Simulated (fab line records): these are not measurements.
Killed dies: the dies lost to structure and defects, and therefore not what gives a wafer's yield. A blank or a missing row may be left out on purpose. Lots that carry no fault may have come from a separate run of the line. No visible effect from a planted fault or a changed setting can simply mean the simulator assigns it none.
Which of the tools did it? | flow sky130 | 10 lots with 30 wafers sampled at 3 steps, on a route of 708 steps

WHAT EACH GAUGE READ, for each wafer
SKY_VIA2_RS_MEAS_22: measurement is done with a four-point probe.
lot  | measured     | on           | VIA2_W_RS (ohm/sq)
L851 | day 34 08:21 | filmMetro-04 | 0.262 0.266 0.264
L854 | day 34 22:44 | filmMetro-04 | 0.271 0.268 0.266
L856 | day 35 08:54 | filmMetro-03 | 0.273 0.264 0.270
L857 | day 36 00:13 | filmMetro-03 | 0.480 0.485 0.482
L863 | day 37 11:09 | filmMetro-03 | 0.270 0.270 0.263
L866 | day 38 10:10 | filmMetro-04 | 0.274 0.271 0.267
L867 | day 38 18:25 | filmMetro-03 | 0.270 0.275 0.277
L870 | day 45 17:20 | filmMetro-03 | 0.272 0.269 0.274
L869 | day 45 21:31 | filmMetro-03 | 0.268 0.267 0.270
L873 | day 46 00:50 | filmMetro-03 | 0.274 0.271 0.271

EACH LOT AND THE TOOL THAT RAN IT (in order: tool; ch and the chambers of the sampled wafers; start)
lot  | SKY_VIA2_CMP_02               | SKY_VIA2_CVD_21
L851 | cmp-02 ch 0,2,3, day 33 04:28 | cvdW-01 ch 0,1, day 34 08:13
L854 | cmp-02 ch 0,2, day 33 19:08   | cvdW-02 ch 0,1, day 34 22:35
L856 | cmp-01 ch 1,2, day 34 04:32   | cvdW-01 ch 0,1, day 35 08:46
L857 | cmp-01 ch 0,2,3, day 34 19:26 | cvdW-02 ch 1, day 36 00:04
L863 | cmp-01 ch 1,2,3, day 36 07:49 | cvdW-01 ch 0,1, day 37 11:01
L866 | cmp-02 ch 0,1,3, day 37 05:50 | cvdW-01 ch 0,1, day 38 10:02
L867 | cmp-02 ch 1,3, day 37 13:55   | cvdW-02 ch 0,1, day 38 18:17
L870 | cmp-01 ch 0,1,3, day 44 19:47 | cvdW-01 ch 0,1, day 45 17:11
L869 | cmp-01 ch 0,2, day 45 00:28   | cvdW-01 ch 0,1, day 45 21:22
L873 | cmp-02 ch 0,2, day 45 03:43   | cvdW-02 ch 0, day 46 00:41
- SKY_VIA2_CMP_02: polishes SiO2.
- SKY_VIA2_CVD_21: deposits W, target thk 420 nm, time 126.4 s.

THE ANSWER, worked out from the rows above alone
Rule: usual is defined by the lots themselves. Put in order of their means at a reading, lots are off if they are a third of the lots or fewer, leave a main group of 4 or more, and stand apart from it by a gap of 3 or more times the standard deviation of the main group's means; of several such gaps the widest counts. A main group is skipped when, at the precision printed for the reading in the tables above, its means are all equal. A lot without any number at a reading at which 4 lots or more have one is off too. All remaining lots with rows at the step are treated as sound.
Off: at SKY_VIA2_RS_MEAS_22 (VIA2_W_RS), L857. The main group has a mean of 0.270 ohm/sq with a standard deviation of 0.0028.
If a tool, at a process step before that reading, ran all the lots that are off and no sound lot after the first of them, it fits. The gauges at SKY_VIA2_RS_MEAS_22 are tried like those tools. Of those tried, none fits.

WHAT THE SIMULATOR HAD PUT IN
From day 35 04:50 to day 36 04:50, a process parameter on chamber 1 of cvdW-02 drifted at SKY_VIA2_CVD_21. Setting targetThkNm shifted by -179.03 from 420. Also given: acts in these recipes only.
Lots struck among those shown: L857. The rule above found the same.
